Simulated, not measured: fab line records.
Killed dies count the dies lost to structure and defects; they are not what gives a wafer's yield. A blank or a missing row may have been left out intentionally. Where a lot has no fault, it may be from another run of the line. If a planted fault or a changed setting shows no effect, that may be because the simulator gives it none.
A struck lot beside a sound one + flow gf180mcu + 13 out of 602 route steps
Sound: these wafers, L734.1, L734.4, L734.6. Struck: wafer L748.4. The cause is given at the end.
Per side, at each step with rows, come the tool, then ch with its chambers, and then its first start. Under that, the readings that differ: sound wafers + struck wafers + difference of the means + sigmas: that difference in standard deviations of wafers without a fault.
alike: readings with means less than 2 such deviations apart, plus words and numbers identical on both sides. not compared: withheld readings, readings lacking a value on some wafer, bounds such as >300 that could conceal the same value, and numbers that have no deviation in the record and whose values overlap.
A row with sigmas, a row that says differs or no value, or rows on one side alone: a step with any of these is where the two part. Numbers that don't overlap but have no deviation are shown without sigmas and don't part them. A reading missing from all wafers of one side parts the sides only when that side holds two or more wafers.

GF_HV_LDD_CD_MEAS_46: the cd target is 400 nm.
  sound on cd-sem-01, day 12 03:50; struck on cd-sem-01, day 17 09:33
  alike: cd-nm
GF_HV_LDD_OVL_MEAS_47:
  sound on overlay-01, day 12 03:57; struck on overlay-01, day 17 09:38
  alike: HV_LDD_03_OVL
next, for these wafers, 1 step has no rows: GF_HV_LDD_IMPLANT_48.
GF_HV_LDD_STRIP_49: strips in O2/N2.
  sound on plasma-asher-01 ch 0,1, day 12 04:08; struck on plasma-asher-03 ch 0, day 17 09:50
  alike: drypump-motor-current-A, heater-power-w, oes-product-au, strip-time-to-endpoint-s
  not compared: rf-hours-counter-h
GF_HV_LDD_TW_MEAS_50:
  sound on film-metro-02, day 12 04:14; struck on film-metro-03, day 17 09:56
  alike: HV_LDD_4_TW
then, 1 step without rows for these wafers: GF_HV_LDD_CLEAN_51 (cleans in SC1/SC2, time 150 s).
GF_HV_LDD_RTA_52: time 10 s.
  sound on rtp-anneal-01 ch 0, day 12 04:20; struck on rtp-anneal-01 ch 0, day 17 10:02
  alike: lamp-power-pct, wafer_temp_C_max
GF_HV_LDD_RS_MEAS_53: a four-point-probe measurement.
  sound on film-metro-01, day 12 04:25; struck on film-metro-02, day 17 10:08
  alike: HV_LDD_RS
then, 1 step without rows for these wafers: GF_HV_LDD_CVD_54 (deposits SiO2 from TEOS, target thk 10 nm, time 75 s).
GF_HV_LDD_THK_MEAS_55:
  sound on film-metro-01, day 12 05:33; struck on film-metro-03, day 17 11:15
  alike: HV_LDD_CVD_54_THK
then, 1 step without rows for these wafers: GF_HV_LDD_CVD_56 (deposits Si3N4 from DCS/NH3, target thk 90 nm, time 1543 s).
GF_HV_LDD_THK_MEAS_57:
  sound on film-metro-02, day 12 07:02; struck on film-metro-03, day 17 12:44
| reading                | sound          | struck | difference | sigmas |
|------------------------|----------------|--------|------------|--------|
| HV_LDD_CVD_56_THK (nm) | 87.3 87.9 88.2 | 90.5   | +2.7       | +3     |
GF_HV_LDD_ETCHBACK_58: etches Si3N4 in CH3F/O2, stops on SiO2, time 100 s, target depth 90 nm.
  sound on rie-diel-02 ch 2,3, day 12 07:06; struck on rie-diel-03 ch 0, day 17 12:48
| reading                                 | sound             | struck | difference | sigmas |
|-----------------------------------------|-------------------|--------|------------|--------|
| oes-product-au (a.u.)                   | 0.821 0.831 0.831 | 0.778  | -0.050     | -7     |
| model.etch.depth-nm (nm)                | 87.24 87.97 88.2  | 77.81  | -9.99      |        |
| model.SiO2_of_HV_LDD_CVD_54.thk-nm (nm) | 7.368 7.485 7.418 | 8.365  | +0.941     |        |
  alike: drypump-motor-current-A, throttle-valve-pct
  not compared: rf-hours-counter-h

== WHERE THEY PART ==
Last at GF_HV_LDD_ETCHBACK_58 as far as this record goes, first at GF_HV_LDD_THK_MEAS_57.

WHY: what had been put in by the simulator
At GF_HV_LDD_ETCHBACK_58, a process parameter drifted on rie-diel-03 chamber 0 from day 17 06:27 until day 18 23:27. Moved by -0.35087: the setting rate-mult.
